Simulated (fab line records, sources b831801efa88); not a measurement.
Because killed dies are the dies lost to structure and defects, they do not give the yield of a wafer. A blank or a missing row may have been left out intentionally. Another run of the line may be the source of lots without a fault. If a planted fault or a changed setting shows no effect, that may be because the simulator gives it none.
Which tool is to blame? | flow sky130 | 7 lots, 21 wafers sampled, at 1 step of a route of 708

== WHAT THE GAUGES READ, wafer by wafer ==
SKY_PWDE_OVL_MEAS_07.
lot  | measured    | on         | PWDE_OVL (nm)
L824 | day 4 07:28 | overlay-02 | -1.4 -1.8 -0.2
L828 | day 5 03:58 | overlay-01 | -0.6 1.0 -0.3
L831 | day 5 19:29 | overlay-02 | 0.5 1.1 1.2
L835 | day 6 17:52 | overlay-01 | 2.9 2.6 1.6
L840 | day 7 18:28 | overlay-01 | 2.2 -2.0 -0.6
L842 | day 8 06:16 | overlay-01 | -1.3 -3.2 -2.2
L844 | day 8 17:13 | overlay-02 | -0.7 -0.5 -0.2

== TOOL THAT RAN EACH LOT (tool first, then ch and the chambers of the sampled wafers, then the start) ==
Record: no process step prior to these readings.

== THE ANSWER, worked out from the rows above alone ==
Rule: what is usual is taken from the lots themselves. The widest of any qualifying gaps counts: lots, ordered by their means at a reading, are off when they make up no more than a third of the lots, leave a main group of 4 or more, and stand apart from it by 3 or more times the standard deviation of that group's means. A main group whose means are all the same, to the digits that the tables above print for the reading, isn't used. A lot without any number at a reading at which 4 lots or more have one is off too. Where the step has rows for the other lots, those lots are counted as sound.
Nothing can be told from this: no lot is off at any reading shown.

== WHAT WAS PUT IN BY THE SIMULATOR ==
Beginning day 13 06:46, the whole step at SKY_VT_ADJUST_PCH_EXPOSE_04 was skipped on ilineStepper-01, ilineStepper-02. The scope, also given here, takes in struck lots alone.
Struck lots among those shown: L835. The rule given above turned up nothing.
